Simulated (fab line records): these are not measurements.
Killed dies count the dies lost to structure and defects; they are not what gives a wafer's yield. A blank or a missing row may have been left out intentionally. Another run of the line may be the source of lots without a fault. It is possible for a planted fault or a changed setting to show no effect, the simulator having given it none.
Which tool was responsible? / flow gf180mcu / 33 wafers from 11 lots sampled at 6 of the route's 602 steps

== WHAT THE GAUGES READ, wafer by wafer ==
GF_NSD_OVL_MEAS_08. Usual: NSD_OVL gives 0.2 nm (standard deviation 1.1).
lot=L800; measured=day 13 21:59; on=overlay-01; NSD_OVL (nm)=1.0 1.2 0.1; flag=
lot=L802; measured=day 14 05:17; on=overlay-02; NSD_OVL (nm)=0.5 0.6 0.9; flag=
lot=L803; measured=day 14 20:22; on=overlay-01; NSD_OVL (nm)=0.1 0.3 0.2; flag=
lot=L805; measured=day 15 16:49; on=overlay-01; NSD_OVL (nm)=-0.5 -1.9 -1.2; flag=
lot=L806; measured=day 15 20:35; on=overlay-01; NSD_OVL (nm)=1.4 3.1 0.7; flag=
lot=L809; measured=day 16 18:50; on=overlay-02; NSD_OVL (nm)=1.7 1.1 -0.4; flag=
lot=L811; measured=day 17 07:35; on=overlay-02; NSD_OVL (nm)=-0.8 0.3 -1.1; flag=
lot=L812; measured=day 17 20:50; on=overlay-01; NSD_OVL (nm)=-0.7 -0.2 0.5; flag=
lot=L813; measured=day 18 05:27; on=overlay-02; NSD_OVL (nm)=-0.9 2.1 0.2; flag=
lot=L821; measured=day 21 03:56; on=overlay-01; NSD_OVL (nm)=0.9 0.2 0.3; flag=
lot=L822; measured=day 21 07:38; on=overlay-02; NSD_OVL (nm)=1.3 -0.4 0.9; flag=

GF_NSD_TW_MEAS_12. Usual: NSD_TW gives 4229 (standard deviation 48).
lot=L800; measured=day 13 22:26; on=film-metro-02; NSD_TW=4224 4250 4256; flag=
lot=L802; measured=day 14 05:44; on=film-metro-03; NSD_TW=4270 4256 4253; flag=
lot=L803; measured=day 14 20:48; on=film-metro-02; NSD_TW=4239 4268 4234; flag=
lot=L805; measured=day 15 17:15; on=film-metro-03; NSD_TW=4233 4241 4255; flag=
lot=L806; measured=day 15 21:02; on=film-metro-04; NSD_TW=4180 4185 4156; flag=
lot=L809; measured=day 16 19:17; on=film-metro-04; NSD_TW=4150 4171 4206; flag=
lot=L811; measured=day 17 08:02; on=film-metro-03; NSD_TW=4254 4266 4262; flag=
lot=L812; measured=day 17 21:17; on=film-metro-02; NSD_TW=4532 4522 4530 4506 4532 4533; flag=OFF
lot=L813; measured=day 18 05:53; on=film-metro-02; NSD_TW=4495 4455 4484 4462 4485 4460; flag=OFF
lot=L821; measured=day 21 04:23; on=film-metro-04; NSD_TW=4194 4169 4220; flag=
lot=L822; measured=day 21 08:05; on=film-metro-04; NSD_TW=4192 4179 4163; flag=

GF_PSD_RS_MEAS_14: measurement is done with a four-point probe. Usual: NSD_RS gives 46.14 ohm/sq (standard deviation 0.098).
lot=L800; measured=day 14 19:42; on=film-metro-03; NSD_RS (ohm/sq)=46.13 46.13 46.17; flag=
lot=L802; measured=day 15 03:53; on=film-metro-03; NSD_RS (ohm/sq)=45.98 46.03 46.00; flag=
lot=L803; measured=day 15 18:32; on=film-metro-04; NSD_RS (ohm/sq)=46.10 46.06 46.11; flag=
lot=L805; measured=day 16 15:17; on=film-metro-04; NSD_RS (ohm/sq)=46.23 46.25 46.27; flag=
lot=L806; measured=day 16 19:35; on=film-metro-04; NSD_RS (ohm/sq)=46.17 46.19 46.17; flag=
lot=L809; measured=day 17 18:23; on=film-metro-03; NSD_RS (ohm/sq)=46.18 46.19 46.20; flag=
lot=L811; measured=day 18 06:55; on=film-metro-03; NSD_RS (ohm/sq)=46.11 46.01 46.08; flag=
lot=L812; measured=day 18 22:11; on=film-metro-03; NSD_RS (ohm/sq)=41.94 41.74 41.92 41.87 41.79 41.92; flag=OFF
lot=L813; measured=day 19 06:30; on=film-metro-02; NSD_RS (ohm/sq)=42.06 42.06 42.03 42.05 42.01 42.13; flag=OFF
lot=L821; measured=day 22 04:17; on=film-metro-04; NSD_RS (ohm/sq)=46.22 46.18 46.24; flag=
lot=L822; measured=day 22 07:43; on=film-metro-02; NSD_RS (ohm/sq)=46.03 46.07 46.13; flag=

== EACH LOT AND THE TOOL THAT RAN IT (in order: tool; ch and the chambers of the sampled wafers; start) ==
lot=L800; GF_POLY_GATE_STRIP_14=plasma-asher-03 ch 1, day 9 11:17; GF_NSD_IMPLANT_09=implanter-04 ch 0, day 13 22:02; GF_NSD_STRIP_11=plasma-asher-03 ch 0,1, day 13 22:20
lot=L802; GF_POLY_GATE_STRIP_14=plasma-asher-02 ch 0,1, day 10 01:53; GF_NSD_IMPLANT_09=implanter-02 ch 0, day 14 05:20; GF_NSD_STRIP_11=plasma-asher-01 ch 0,1, day 14 05:38
lot=L803; GF_POLY_GATE_STRIP_14=plasma-asher-03 ch 0,1, day 10 08:19; GF_NSD_IMPLANT_09=implanter-04 ch 0, day 14 20:26; GF_NSD_STRIP_11=plasma-asher-03 ch 0,1, day 14 20:43
lot=L805; GF_POLY_GATE_STRIP_14=plasma-asher-02 ch 0,1, day 11 01:25; GF_NSD_IMPLANT_09=implanter-02 ch 0, day 15 16:53; GF_NSD_STRIP_11=plasma-asher-01 ch 0,1, day 15 17:10
lot=L806; GF_POLY_GATE_STRIP_14=plasma-asher-03 ch 0,1, day 11 06:09; GF_NSD_IMPLANT_09=implanter-02 ch 0, day 15 20:38; GF_NSD_STRIP_11=plasma-asher-03 ch 0,1, day 15 20:56
lot=L809; GF_POLY_GATE_STRIP_14=plasma-asher-02 ch 0,1, day 12 05:23; GF_NSD_IMPLANT_09=implanter-03 ch 0, day 16 18:53; GF_NSD_STRIP_11=plasma-asher-04 ch 0,1, day 16 19:11
lot=L811; GF_POLY_GATE_STRIP_14=plasma-asher-04 ch 0,1, day 12 17:35; GF_NSD_IMPLANT_09=implanter-02 ch 0, day 17 07:38; GF_NSD_STRIP_11=plasma-asher-03 ch 0,1, day 17 07:56
lot=L812; GF_POLY_GATE_STRIP_14=plasma-asher-02 ch 0,1, day 13 01:46; GF_NSD_IMPLANT_09=implanter-02 ch 0, day 17 20:53; GF_NSD_STRIP_11=plasma-asher-03 ch 0,1, day 17 21:11
lot=L813; GF_POLY_GATE_STRIP_14=plasma-asher-02 ch 0,1, day 13 04:57; GF_NSD_IMPLANT_09=implanter-02 ch 0, day 18 05:30; GF_NSD_STRIP_11=plasma-asher-04 ch 0,1, day 18 05:47
lot=L821; GF_POLY_GATE_STRIP_14=plasma-asher-02 ch 0,1, day 15 21:03; GF_NSD_IMPLANT_09=implanter-04 ch 0, day 21 03:59; GF_NSD_STRIP_11=plasma-asher-01 ch 0,1, day 21 04:17
lot=L822; GF_POLY_GATE_STRIP_14=plasma-asher-04 ch 0,1, day 16 01:54; GF_NSD_IMPLANT_09=implanter-04 ch 0, day 21 07:41; GF_NSD_STRIP_11=plasma-asher-03 ch 0,1, day 21 07:59
- GF_POLY_GATE_STRIP_14: strips in O2/N2.
- GF_NSD_IMPLANT_09
- GF_NSD_STRIP_11: strips in O2/N2.

== AS READ BY THE TOOLS THEMSELVES (means over the sampled wafers that have a number; for cases with no such wafer, the mark the record gives instead) ==
GF_POLY_GATE_STRIP_14. Usual: drypump-motor-current-A 5.8 A, standard deviation 0.35; heater-power-w 369 W, standard deviation 38; oes-product-au 0.505 a.u., standard deviation 0.0048.
lot=L800; tool=plasma-asher-03; drypump-motor-current-A (A)=5.5; heater-power-w (W)=316; oes-product-au (a.u.)=0.504; flag=
lot=L802; tool=plasma-asher-02; drypump-motor-current-A (A)=5.7; heater-power-w (W)=403; oes-product-au (a.u.)=0.503; flag=
lot=L803; tool=plasma-asher-03; drypump-motor-current-A (A)=5.5; heater-power-w (W)=322; oes-product-au (a.u.)=0.507; flag=
lot=L805; tool=plasma-asher-02; drypump-motor-current-A (A)=5.7; heater-power-w (W)=399; oes-product-au (a.u.)=0.507; flag=
lot=L806; tool=plasma-asher-03; drypump-motor-current-A (A)=5.5; heater-power-w (W)=312; oes-product-au (a.u.)=0.509; flag=
lot=L809; tool=plasma-asher-02; drypump-motor-current-A (A)=5.7; heater-power-w (W)=398; oes-product-au (a.u.)=0.506; flag=
lot=L811; tool=plasma-asher-04; drypump-motor-current-A (A)=6.5; heater-power-w (W)=346; oes-product-au (a.u.)=0.511; flag=
lot=L812; tool=plasma-asher-02; drypump-motor-current-A (A)=5.7; heater-power-w (W)=399; oes-product-au (a.u.)=0.504; flag=
lot=L813; tool=plasma-asher-02; drypump-motor-current-A (A)=5.7; heater-power-w (W)=405; oes-product-au (a.u.)=0.503; flag=
lot=L821; tool=plasma-asher-02; drypump-motor-current-A (A)=5.7; heater-power-w (W)=395; oes-product-au (a.u.)=0.501; flag=
lot=L822; tool=plasma-asher-04; drypump-motor-current-A (A)=6.5; heater-power-w (W)=349; oes-product-au (a.u.)=0.501; flag=

GF_NSD_IMPLANT_09. Usual: 60.002 for beam-energy-keV, sd 0.018.
lot=L800 tool=implanter-04 beam-energy-keV=60.007 flag=
lot=L802 tool=implanter-02 beam-energy-keV=60.019 flag=
lot=L803 tool=implanter-04 beam-energy-keV=60.016 flag=
lot=L805 tool=implanter-02 beam-energy-keV=59.991 flag=
lot=L806 tool=implanter-02 beam-energy-keV=60.008 flag=
lot=L809 tool=implanter-03 beam-energy-keV=60.007 flag=
lot=L811 tool=implanter-02 beam-energy-keV=60.002 flag=
lot=L812 tool=implanter-02 beam-energy-keV=76.352 flag=OFF
lot=L813 tool=implanter-02 beam-energy-keV=76.347 flag=OFF
lot=L821 tool=implanter-04 beam-energy-keV=59.976 flag=
lot=L822 tool=implanter-04 beam-energy-keV=59.984 flag=

GF_NSD_STRIP_11. Usual: drypump-motor-current-A 6.1 A, standard deviation 0.46; heater-power-w 333 W, standard deviation 15; oes-product-au 0.487 a.u., standard deviation 0.0049; strip-time-to-endpoint-s 22.948 s, standard deviation 0.028.
lot=L800; tool=plasma-asher-03; drypump-motor-current-A (A)=5.5; heater-power-w (W)=316; oes-product-au (a.u.)=0.488; strip-time-to-endpoint-s (s)=22.926; flag=
lot=L802; tool=plasma-asher-01; drypump-motor-current-A (A)=6.5; heater-power-w (W)=333; oes-product-au (a.u.)=0.481; strip-time-to-endpoint-s (s)=22.929; flag=
lot=L803; tool=plasma-asher-03; drypump-motor-current-A (A)=5.5; heater-power-w (W)=316; oes-product-au (a.u.)=0.486; strip-time-to-endpoint-s (s)=22.954; flag=
lot=L805; tool=plasma-asher-01; drypump-motor-current-A (A)=6.5; heater-power-w (W)=333; oes-product-au (a.u.)=0.487; strip-time-to-endpoint-s (s)=22.934; flag=
lot=L806; tool=plasma-asher-03; drypump-motor-current-A (A)=5.5; heater-power-w (W)=321; oes-product-au (a.u.)=0.487; strip-time-to-endpoint-s (s)=22.923; flag=
lot=L809; tool=plasma-asher-04; drypump-motor-current-A (A)=6.5; heater-power-w (W)=345; oes-product-au (a.u.)=0.491; strip-time-to-endpoint-s (s)=22.931; flag=
lot=L811; tool=plasma-asher-03; drypump-motor-current-A (A)=5.5; heater-power-w (W)=320; oes-product-au (a.u.)=0.486; strip-time-to-endpoint-s (s)=22.926; flag=
lot=L812; tool=plasma-asher-03; drypump-motor-current-A (A)=5.5; heater-power-w (W)=314; oes-product-au (a.u.)=0.464; strip-time-to-endpoint-s (s)=25.216; flag=OFF
lot=L813; tool=plasma-asher-04; drypump-motor-current-A (A)=6.4; heater-power-w (W)=344; oes-product-au (a.u.)=0.466; strip-time-to-endpoint-s (s)=25.207; flag=OFF
lot=L821; tool=plasma-asher-01; drypump-motor-current-A (A)=6.5; heater-power-w (W)=338; oes-product-au (a.u.)=0.488; strip-time-to-endpoint-s (s)=22.945; flag=
lot=L822; tool=plasma-asher-03; drypump-motor-current-A (A)=5.5; heater-power-w (W)=315; oes-product-au (a.u.)=0.483; strip-time-to-endpoint-s (s)=22.954; flag=

== THE ANSWER, worked out from the rows above alone ==
Rule: a lot counts as off when the mean over its wafers that have a number is more than 3 standard deviations away from the usual mean. Also off: a lot with no number at a reading for which 4 or more lots have one. The other lots that the step has rows for count as sound. After the gauges, taken in route order, come the tools' own readings; for these a lot's mean is taken, as printed above. At the first step where some lot is off, the reading lying furthest off is the one used; lots without a number count as furthest.
Off: L812, L813, seen at GF_NSD_TW_MEAS_12 (NSD_TW).
If a tool, at a process step before that reading, ran all the lots that are off and no sound lot after the first of them, it fits. The gauges at GF_NSD_TW_MEAS_12 aren't tried: what is off there is off at GF_NSD_IMPLANT_09 too, on other tools, and a gauge's error can't cause that. One candidate fits, namely implanter-02 at GF_NSD_IMPLANT_09. Its last sound lot is L811 (day 17 07:38), its first lot that is off L812 (day 17 20:53): a fault that began between those two fits.
On the lots that are off, the tool's own readings at GF_NSD_IMPLANT_09 differ by more than 5 times the standard deviation of the sound lots' means, which bears it out; beam-energy-keV reads 76.350 there versus 60.001 on the sound lots.

== WHAT WAS PUT IN BY THE SIMULATOR ==
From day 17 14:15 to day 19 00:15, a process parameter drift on implanter-02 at GF_NSD_IMPLANT_09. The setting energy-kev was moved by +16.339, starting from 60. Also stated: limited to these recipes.
Struck lots among those shown: L812, L813. This agrees with what the rule above found.
